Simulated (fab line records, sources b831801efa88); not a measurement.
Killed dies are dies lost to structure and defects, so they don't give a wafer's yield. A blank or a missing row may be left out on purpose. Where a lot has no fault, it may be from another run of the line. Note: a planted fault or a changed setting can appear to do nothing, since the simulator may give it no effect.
fab line records | flow sky130
[record] lots = 6 wafers = 18 last-day = 50
route steps=708 shown VT_ADJUST_HVTP@85 VT_ADJUST_LVTN@97 PAD_OPEN@708
lots untouched by any fault: they come from a run of this same line in which no faults occurred
start-h: start of the lot's first displayed wafer, in hours after the record's first day | wait-h: hours from the lot's prior step to this one | " unchanged from the row above | L1.1+2: one row covering several wafers at once | - no value, or no start given | * or withheld: withheld | < > ~ a bound
route shown NAME@n: NAME is a module with steps in the file, n the number in the route of the first one | usual: average and standard deviation across the fault-free wafers | same: alike in all rows | chamber/n: place in a boat | sites: each site's reading | _std_site: their standard deviation | _edge_site: the outer-site mean with the inner-site mean subtracted | radius-mm: how far each site lies from the wafer's centre | mask NAME#n: copy n | behind: tool/chamber where the wafer was last shaped | hold: reason for holding the lot/hours on hold/outcome of the hold | device: whichever transistor did not switch (one of n, p or np) | end of line: the tests these same wafers got at the end of their route | step lacking rows: just its recipe | killed: dies that structure and defects cost at the first sort, which is not the same as the wafer's yield | map: the dies of a wafer, with x for killed, . for not killed, _ for no die there
set.NAME: the setting that was run; set.NAME@STEP: the one run at that earlier step | model.NAME: the simulator's own value behind a step, which no gauge read
lots at some steps of the route; a table a step, a row a wafer
services: when a tool's chamber went out of use (start-h, in hours from the record's first day, below 0 if earlier), for how many hours, and the reason
[[steps]]
[step SKY_VT_ADJUST_HVTP_DEHYDRATE_00]
[recipe] temp-c = 200 time-s = 60
[step SKY_VT_ADJUST_HVTP_HMDS_01]
[recipe] prime-time-s = 60 prime-temp-c = 120
[step SKY_VT_ADJUST_HVTP_COAT_02]
[recipe] resist = NOVOLAK spin-rpm = 3000 resist-thk-nm = 1140
[step SKY_VT_ADJUST_HVTP_SOFTBAKE_03]
[recipe] temp-c = 90 time-s = 60 resist = NOVOLAK
[step SKY_VT_ADJUST_HVTP_EXPOSE_04]
[recipe] mask-id = HVTPM na = 0.6 source-shape = conventional sigma-outer = 0.6 polarization = unpolarized target-cd-nm = 380 dose-mj = 140
[step SKY_VT_ADJUST_HVTP_PEB_05]
[recipe] temp-c = withheld time-s = * resist = NOVOLAK
[step SKY_VT_ADJUST_HVTP_DEVELOP_06]
[recipe] resist = NOVOLAK developer = TMAH develop-time-s = 60 dev-temp-c = 23
[step SKY_VT_ADJUST_HVTP_CD_MEAS_07]
[recipe] target-cd-nm = 380
[usual] cd-nm = 379.8/2.1
// columns lot.wafer tool chamber start-h wait-h cd-nm
L786.4 cd-sem-02 - 149.90 0.1 381.0
L786.5 " - " " 381.8
L786.6 " - " " 379.3
L787.2 cd-sem-02 - 166.44 0.1 382.7
L787.4 " - " " 377.2
L787.5 " - " " 379.3
L790.2 cd-sem-01 - 190.40 0.1 384.4
L790.3 " - " " 384.5
L790.4 " - " " 383.8
L789.1 cd-sem-01 - 190.87 0.1 378.5
L789.2 " - " " 380.4
L789.6 " - " " 379.5
L795.1 cd-sem-02 - 213.99 0.1 380.0
L795.2 " - " " 380.2
L795.5 " - " " 382.1
L804.2 cd-sem-01 - 264.30 0.1 381.0
L804.3 " - " " 379.5
L804.5 " - " " 381.8
[step SKY_VT_ADJUST_HVTP_OVL_MEAS_08]
[usual] VT_ADJUST_HVTP_OVL = 1.2/1.3
// columns lot.wafer tool chamber start-h wait-h VT_ADJUST_HVTP_OVL[nm]
L786.4 overlay-02 - 149.98 0.1 -0.6
L786.5 " - " " 0.7
L786.6 " - " " 0.5
L787.2 overlay-01 - 166.55 0.1 0.0
L787.4 " - " " 0.6
L787.5 " - " " 1.6
L790.2 overlay-02 - 190.51 0.1 0.8
L790.3 " - " " -1.0
L790.4 " - " " -1.3
L789.1 overlay-01 - 190.99 0.1 1.5
L789.2 " - " " 1.5
L789.6 " - " " 0.6
L795.1 overlay-02 - 214.11 0.1 2.9
L795.2 " - " " 1.4
L795.5 " - " " 2.8
L804.2 overlay-01 - 264.41 0.1 5.0
L804.3 " - " " 3.5
L804.5 " - " " 2.7
[step SKY_VT_ADJUST_HVTP_IMPLANT_09]
[recipe] species = As energy-kev = 150 dose-cm2 = 4.3e+12 tilt-deg = withheld
[step SKY_VT_ADJUST_HVTP_STRIP_10]
[recipe] chemistry = O2/N2 power-w = 1400 pressure-mtorr = 1500 platen-temp-c = withheld o2-flow-sccm = 3000 n2-flow-sccm = 300 overash-fraction = 0.5
[usual] drypump-motor-current-A = 5.64/0.24 oes-product-au = 0.715/0.005 strip-time-to-endpoint-s = 14.16/0.03
// columns lot.wafer tool chamber start-h wait-h drypump-motor-current-A oes-product-au rf-hours-counter-h strip-time-to-endpoint-s
L786.4 plasma-asher-02 1 150.18 0.1 5.49 0.713 - 14.19
L786.5 " 0 " " 5.35 0.720 - 14.16
L786.6 " 1 " " 5.48 0.716 - 14.22
L787.2 plasma-asher-02 1 166.73 0.1 5.46 0.700 47 14.13
L787.4 " 1 " " 5.48 0.720 - 14.21
L787.5 " 1 " " 5.50 0.718 - 14.16
L790.2 plasma-asher-01 0 190.69 0.1 5.71 0.717 39 14.14
L790.3 " 0 " " 5.74 0.718 - 14.15
L790.4 " 1 " " 5.88 0.716 - 14.16
L789.1 plasma-asher-03 0 191.18 0.1 6.01 0.718 50 14.16
L789.2 " 1 " " 5.63 0.727 50 14.16
L789.6 " 1 " " 5.60 0.714 - 14.19
L795.1 plasma-asher-01 1 214.45 0.2 5.88 0.712 41 14.20
L795.2 " 0 " " 5.70 0.718 41 14.18
L795.5 " 0 " " 5.73 0.707 - 14.17
L804.2 plasma-asher-02 1 264.59 0.1 5.48 0.721 56 14.20
L804.3 " 1 " " 5.47 0.712 - 14.16
L804.5 " 1 " " 5.46 0.726 - 14.21
[step SKY_VT_ADJUST_HVTP_TW_MEAS_11]
[usual] VT_ADJUST_HVTP_TW = 1350/18
// columns lot.wafer tool chamber start-h wait-h VT_ADJUST_HVTP_TW
L786.4 film-metro-04 - 150.28 0.1 1378
L786.5 " - " " 1371
L786.6 " - " " 1383
L787.2 film-metro-01 - 166.84 0.1 1336
L787.4 " - " " 1330
L787.5 " - " " 1336
L790.2 film-metro-01 - 190.80 0.1 1334
L790.3 " - " " 1334
L790.4 " - " " 1331
L789.1 film-metro-01 - 191.28 0.1 1324
L789.2 " - " " 1329
L789.6 " - " " 1325
L795.1 film-metro-02 - 214.55 0.1 1355
L795.2 " - " " 1355
L795.5 " - " " 1353
L804.2 film-metro-02 - 264.70 0.1 1354
L804.3 " - " " 1347
L804.5 " - " " 1344
[step SKY_VT_ADJUST_LVTN_DEHYDRATE_00]
[recipe] temp-c = 200 time-s = 60
[usual] heater-power-total-W = 160.40/0.12 plate-temp-C = 200.02/0.18
// columns lot.wafer tool chamber start-h wait-h heater-power-total-W plate-temp-C
L786.4 litho-track-01 0 159.30 9.0 160.34 199.78
L786.5 " 0 " " 160.47 199.82
L786.6 " 0 " " 160.33 199.57
L787.2 litho-track-02 0 176.47 9.6 160.49 200.25
L787.4 " 0 " " 160.41 200.24
L787.5 " 0 " " 160.61 200.15
L790.2 litho-track-02 0 200.82 10.0 161.90 201.59
L790.3 " 0 " " 162.04 201.24
L790.4 " 0 " " 161.96 201.90
L789.1 litho-track-02 0 201.44 10.2 161.72 201.61
L789.2 " 0 " " 161.82 201.77
L789.6 " 0 " " 161.84 201.47
L795.1 litho-track-01 0 225.42 10.9 160.22 200.00
L795.2 " 0 " " 160.44 200.02
L795.5 " 0 " " 160.41 200.05
L804.2 litho-track-04 0 275.98 11.3 160.56 200.18
L804.3 " 0 " " 160.51 199.97
L804.5 " 0 " " 160.30 200.16
[step SKY_VT_ADJUST_LVTN_HMDS_01]
[recipe] prime-time-s = 60 prime-temp-c = 120
[step SKY_PAD_OPEN_PROBE_99]
[usual] killed_at_M0_to_M3 = 44/7.7 killed_at_M4_up = 3.0/1.9 killed-at-contacts = 25/5.6 killed-at-front-end = 15/4.6 killed-at-other = 0.3/0.47 killed-dies = 86/9.9 killed-open = 47/7.4 killed-short = 39/5.9
[same] gross-dies = 492 killed-at-back-side = 0
// columns lot.wafer tool chamber start-h wait-h killed_at_M0_to_M3 killed_at_M4_up killed-at-contacts killed-at-front-end killed-at-other killed-dies killed-open killed-short
L786.4 prober-01 - 1107.76 0.2 37 5 31 10 1 84 37 47
L786.5 prober-01 - 1107.81 0.2 50 4 41 14 0 109 63 46
L786.6 prober-01 - 1107.86 0.2 49 2 24 24 0 99 53 46
L787.2 prober-01 - 1135.31 0.1 38 5 24 10 0 77 42 35
L787.4 prober-01 - 1135.41 0.2 42 1 39 4 0 86 52 34
L787.5 prober-01 - 1135.46 0.2 50 1 27 9 0 87 54 33
L790.2 prober-02 - 1144.01 0.1 42 2 19 13 1 77 45 32
L790.3 prober-02 - 1144.06 0.2 52 2 15 20 0 89 59 30
L790.4 prober-02 - 1144.11 0.2 40 3 14 15 1 73 41 32
L789.1 prober-01 - 1144.78 0.1 38 4 18 18 0 78 42 36
L789.2 prober-01 - 1144.83 0.1 42 3 19 19 1 84 39 45
L789.6 prober-01 - 1145.03 0.2 57 2 29 17 0 105 61 44
L795.1 prober-02 - 1165.64 0.1 47 6 21 19 0 93 45 48
L795.2 prober-02 - 1165.69 0.1 37 4 28 17 0 86 54 32
L795.5 prober-02 - 1165.84 0.2 45 5 36 10 0 96 62 34
L804.2 prober-01 - 1197.62 0.1 39 4 26 18 0 87 43 44
L804.3 prober-01 - 1197.67 0.2 46 1 16 20 1 84 41 43
L804.5 prober-01 - 1197.77 0.2 37 3 16 19 0 75 39 36
// killed by level:class
L786.4 LI_CONTACT:geometric-particle:open=10 CONTACT:geometric-particle:open=8 VIA1:geometric-particle:open=6 VIA3:geometric-particle:open=6 LOCAL_INTERCONNECT:geometric-particle:short=5 CONTACT:geometric-particle:short=5 METAL2:geometric-particle:short=5 METAL4:geometric-particle:short=4
L786.5 LI_CONTACT:geometric-particle:open=15 VIA1:geometric-particle:open=13 VIA3:geometric-particle:open=9 CONTACT:geometric-particle:open=7 LI_CONTACT:geometric-particle:short=6 CONTACT:geometric-particle:short=6 METAL2:geometric-particle:short=6 VIA2:geometric-particle:open=6
L786.6 VIA1:geometric-particle:open=10 CONTACT:geometric-particle:open=9 POLY_GATE:geometric-particle:open=8 VIA3:geometric-particle:open=8 LOCAL_INTERCONNECT:geometric-particle:short=7 METAL1:geometric-particle:short=6 VIA1:geometric-particle:short=6 VIA2:geometric-particle:open=6
L787.2 LI_CONTACT:geometric-particle:open=8 CONTACT:geometric-particle:open=6 VIA1:geometric-particle:open=6 VIA2:geometric-particle:open=6 METAL1:geometric-particle:short=5 VIA3:geometric-particle:open=5 FIELD_ISO:geometric-particle:short=4 POLY_GATE:geometric-particle:open=4
L787.4 CONTACT:geometric-particle:open=18 LI_CONTACT:geometric-particle:open=9 VIA2:geometric-particle:open=7 METAL2:geometric-particle:short=6 CONTACT:geometric-particle:short=5 METAL1:geometric-particle:open=5 VIA3:geometric-particle:open=5 METAL1:geometric-particle:short=4
L787.5 CONTACT:geometric-particle:open=13 VIA3:geometric-particle:open=12 VIA1:geometric-particle:open=8 VIA2:geometric-particle:open=8 LI_CONTACT:geometric-particle:open=5 CONTACT:geometric-particle:short=5 VIA1:geometric-particle:short=5 METAL2:geometric-particle:short=4
L790.2 VIA1:geometric-particle:open=14 METAL2:geometric-particle:short=6 CONTACT:geometric-particle:open=5 VIA3:geometric-particle:open=5 FIELD_ISO:geometric-particle:short=4 LI_CONTACT:geometric-particle:open=4 LOCAL_INTERCONNECT:geometric-particle:short=4 METAL1:geometric-particle:short=4
L790.3 VIA1:geometric-particle:open=15 FIELD_ISO:geometric-particle:open=12 VIA2:geometric-particle:open=8 VIA3:geometric-particle:open=8 LI_CONTACT:geometric-particle:open=5 METAL1:geometric-particle:short=5 VIA1:geometric-particle:short=5 METAL2:geometric-particle:short=5
L790.4 VIA1:geometric-particle:open=14 CONTACT:geometric-particle:open=7 FIELD_ISO:geometric-particle:open=4 POLY_GATE:geometric-particle:open=4 VIA3:geometric-particle:open=4 METAL2:geometric-particle:short=4 POLY_GATE:geometric-particle:short=3 LI_CONTACT:geometric-particle:open=3
L789.1 VIA2:geometric-particle:open=10 FIELD_ISO:geometric-particle:open=7 VIA1:geometric-particle:open=7 LOCAL_INTERCONNECT:geometric-particle:short=6 METAL1:geometric-particle:short=6 POLY_GATE:geometric-particle:open=5 VIA3:geometric-particle:short=5 LI_CONTACT:geometric-particle:open=4
L789.2 VIA1:geometric-particle:open=10 METAL1:geometric-particle:short=8 POLY_GATE:geometric-particle:short=7 CONTACT:geometric-particle:open=7 METAL2:geometric-particle:short=6 FIELD_ISO:geometric-particle:short=5 LI_CONTACT:geometric-particle:open=5 LOCAL_INTERCONNECT:geometric-particle:short=5
L789.6 VIA1:geometric-particle:open=20 LI_CONTACT:geometric-particle:open=11 VIA2:geometric-particle:open=9 METAL1:geometric-particle:short=7 VIA3:geometric-particle:open=7 CONTACT:geometric-particle:open=6 LI_CONTACT:geometric-particle:short=6 FIELD_ISO:geometric-particle:short=5
L795.1 VIA1:geometric-particle:open=12 FIELD_ISO:geometric-particle:short=9 CONTACT:geometric-particle:open=9 VIA2:geometric-particle:open=9 METAL1:geometric-particle:short=6 VIA1:geometric-particle:short=5 LI_CONTACT:geometric-particle:open=4 LOCAL_INTERCONNECT:geometric-particle:short=4
L795.2 CONTACT:geometric-particle:open=12 VIA1:geometric-particle:open=9 VIA2:geometric-particle:open=8 LI_CONTACT:geometric-particle:open=7 VIA3:geometric-particle:open=6 METAL2:geometric-particle:short=5 FIELD_ISO:geometric-particle:short=4 POLY_GATE:geometric-particle:open=4
L795.5 CONTACT:geometric-particle:open=13 LI_CONTACT:geometric-particle:open=12 VIA1:geometric-particle:open=9 VIA2:geometric-particle:open=9 VIA3:geometric-particle:open=9 METAL1:geometric-particle:short=6 LOCAL_INTERCONNECT:geometric-particle:short=4 VIA3:geometric-particle:short=4
L804.2 VIA1:geometric-particle:open=11 LI_CONTACT:geometric-particle:open=9 FIELD_ISO:geometric-particle:short=8 CONTACT:geometric-particle:open=6 VIA1:geometric-particle:short=6 POLY_GATE:geometric-particle:open=5 VIA3:geometric-particle:open=5 LI_CONTACT:geometric-particle:short=5
L804.3 VIA1:geometric-particle:open=12 POLY_GATE:geometric-particle:short=7 VIA3:geometric-particle:open=7 FIELD_ISO:geometric-particle:short=5 CONTACT:geometric-particle:open=5 VIA2:geometric-particle:open=5 LI_CONTACT:geometric-particle:short=4 VIA1:geometric-particle:short=4
L804.5 METAL2:geometric-particle:short=7 VIA2:geometric-particle:open=7 LI_CONTACT:geometric-particle:open=6 POLY_GATE:geometric-particle:open=5 POLY_GATE:geometric-particle:short=5 VIA1:geometric-particle:open=5 VIA3:geometric-particle:open=5 CONTACT:geometric-particle:open=4
[[services]]
// columns tool chamber start-h hours kind
plasma-asher-03 - 131.09 4.3 pm
plasma-asher-01 - 156.39 0.7 repair
plasma-asher-03 - 166.67 1.1 repair
plasma-asher-03 - 218.71 0.6 repair
plasma-asher-02 - 270.61 8.5 repair
[[key]]
[first-sign] step = SKY_VT_ADJUST_LVTN_DEHYDRATE_00 reading = heater-power-total-W direction = up sigmas = 12 usual = * struck = *
[effect] step = SKY_VT_ADJUST_LVTN_DEHYDRATE_00 reading = plate-temp-C direction = up sigmas = 9 usual = * struck = *
met-at SKY_VT_ADJUST_LVTN_DEHYDRATE_00
struck-wafers L789.1,L789.2,L789.6,L790.2,L790.3,L790.4
tester-left-out L789,L790
onset-between 176.47 200.82
[fault] kind = process-parameter-drift tool = litho-track-02 chamber = - onset-h = 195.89 steps = SKY_VT_ADJUST_LVTN_DEHYDRATE_00 channel = temp-c offset = * shape = step end-h = 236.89 acts-in = * stated = *
// tester-left-out: of these lots the tester's yield and bins aren't shown, on N5 and GAA mostly nor the transistor test; their killed dies are dies lost to structure and defects alone, not to doping, threshold or leakage, so they don't give the yield
